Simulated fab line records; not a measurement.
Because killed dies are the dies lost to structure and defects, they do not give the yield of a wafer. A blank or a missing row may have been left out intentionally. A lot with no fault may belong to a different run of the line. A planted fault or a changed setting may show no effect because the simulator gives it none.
One fault seen from 2 desks -- flow sfq-line -- every desk sees just its own numbers, and what lay behind them comes last

== METROLOGY DESK ==
Means of the sampled wafers that have a number, per lot and without regard to the tool the lot ran on: this is what the gauges read. Marked OUT: a lot whose mean sits more than 4 standard deviations from the usual mean, which makes it out of limits; the brackets give that distance.
Columns: A = I4_BOW at SFQ_I4_BOW_MEAS_927, usual 5 um; B = I4_OVL at SFQ_I4_OVL_MEAS_928, usual -1 nm
lot,first seen here,A,B
L393,day 40 08:58,3,-2
L396,day 45 00:50,6,-6
L401,day 48 03:51,-6,-1
L403,day 48 10:21,16,0
L407,day 52 21:19,7,-11
L409,day 53 03:44,-1,-4
This desk's verdict: no lot among the 6 shows anything out of limits.

== THE TOOL OWNER'S DESK: rie-diel-03 ==
The tool's own readings at SFQ_TRILAYER_I4_VIA_BARC_OPEN_VIA_ETCH_146 (etches BARC in O2, target depth 125 nm, time 41.7 s): means of the sampled wafers that have a number, for each lot that ran on this tool. Marked OUT: a lot whose mean sits more than 4 standard deviations from the usual mean, which makes it out of limits; the brackets give that distance.
Columns: A = drypump-motor-current-A at SFQ_TRILAYER_I4_VIA_BARC_OPEN_VIA_ETCH_146, usual 5.7 A; B = oes-product-au at SFQ_TRILAYER_I4_VIA_BARC_OPEN_VIA_ETCH_146, usual 0.686 a.u.
lot,first seen here,A,B
L396,day 45 05:05,6.0,0.687
L401,day 52 20:53,5.6,0.688
L403,day 53 05:22,6.0,0.685
L409,day 57 20:16,5.8,0.684
This desk's verdict: no lot among the 4 shows anything out of limits.

== TAKEN TOGETHER ==
Nothing out of limits was seen by the metrology desk.
Nothing out of limits was seen by the tool owner's desk.

== WHAT THE SIMULATOR PUT IN ==
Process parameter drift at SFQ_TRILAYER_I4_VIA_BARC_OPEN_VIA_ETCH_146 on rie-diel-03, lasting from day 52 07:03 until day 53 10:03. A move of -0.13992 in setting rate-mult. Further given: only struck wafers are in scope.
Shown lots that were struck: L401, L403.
